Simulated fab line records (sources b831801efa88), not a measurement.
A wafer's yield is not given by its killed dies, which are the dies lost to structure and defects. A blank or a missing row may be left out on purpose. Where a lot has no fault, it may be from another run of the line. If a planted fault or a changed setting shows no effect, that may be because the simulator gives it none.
The same fault as seen by 2 desks | flow sky130 | every desk sees just its own numbers, and what lay behind them comes last

FROM THE METROLOGY DESK
What the gauges read, lot by lot, whatever tool the lot ran on: means of the sampled wafers that have a number. The brackets show how far a lot's mean lies from the usual mean; more than 4 standard deviations puts the lot out of limits, marked OUT.
Columns: A = VIA4_BOW at SKY_VIA4_BOW_MEAS_03, usual 79 um; B = VIA4_W_THK at SKY_VIA4_THK_MEAS_20, usual 501 nm; C = METAL5_ALCU_THK at SKY_METAL5_THK_MEAS_06, usual 1126 nm
lot  | first seen here | A  | B   | C
L430 | day 42 15:00    | 78 | 484 | 1137
L432 | day 43 16:00    | 78 | 497 | 1101
L433 | day 43 23:30    | 90 | 506 | 1116
L435 | day 44 03:29    | 84 | 507 | 1127
L434 | day 44 04:16    | 82 | 505 | 1136
L436 | day 44 13:05    | 86 | 502 | 1117
L438 | day 45 06:59    | 87 | 492 | 1125
L440 | day 45 16:06    | 65 | 520 | 1120
L446 | day 46 22:55    | 72 | 502 | 1119
L447 | day 47 02:13    | 79 | 505 | 1106
L448 | day 47 07:37    | 78 | 492 | 1132
L449 | day 47 13:55    | 78 | 503 | 1125
This desk found nothing out of limits on any of the 12 lots.

DESK OF THE TOOL OWNER: pvd-sputter-02
The tool's own readings at SKY_METAL5_SPUTTER_04 (material TiN, target thk 70 nm, time 58.3 s): means of the sampled wafers that have a number, for each lot that ran on this tool. The brackets show how far a lot's mean lies from the usual mean; more than 4 standard deviations puts the lot out of limits, marked OUT.
Columns: A = cathode-dc-power-W at SKY_METAL5_SPUTTER_04, usual 6500.0 W; B = throttle-valve-pct at SKY_METAL5_SPUTTER_04, usual 29.6 %
lot  | first seen here | A                        | B
L430 | day 43 16:09    | 6500.1                   | 29.0
L433 | day 44 23:19    | 6499.8                   | 29.8
L434 | day 45 04:02    | 6500.7                   | 29.4
L446 | day 47 20:34    | 6954.8 (+99 or more) OUT | 29.2
L447 | day 47 23:02    | 7411.9 (+99 or more) OUT | 29.8
Finding of this desk: L446, L447 out of limits; the first was L446 at day 47 20:34, on cathode-dc-power-W at SKY_METAL5_SPUTTER_04. In limits: L430, L433, L434.

TAKEN TOGETHER
The tool owner's desk had the chance to raise an alarm at day 47 20:34 on L446, L447.
From the metrology desk's view, nothing was out of limits.
The metrology desk holds a record of L446, L447, inside its limits.
Every lot named ran SKY_METAL5_SPUTTER_04 on pvd-sputter-02.

WHAT THE SIMULATOR PUT IN
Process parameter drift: pvd-sputter-02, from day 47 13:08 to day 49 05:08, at SKY_METAL5_SPUTTER_04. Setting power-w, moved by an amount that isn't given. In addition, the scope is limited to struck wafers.
Shown lots that were struck: L446, L447.
Hours from the fault's start to each desk's first reading out of limits: the tool owner's desk, 7.
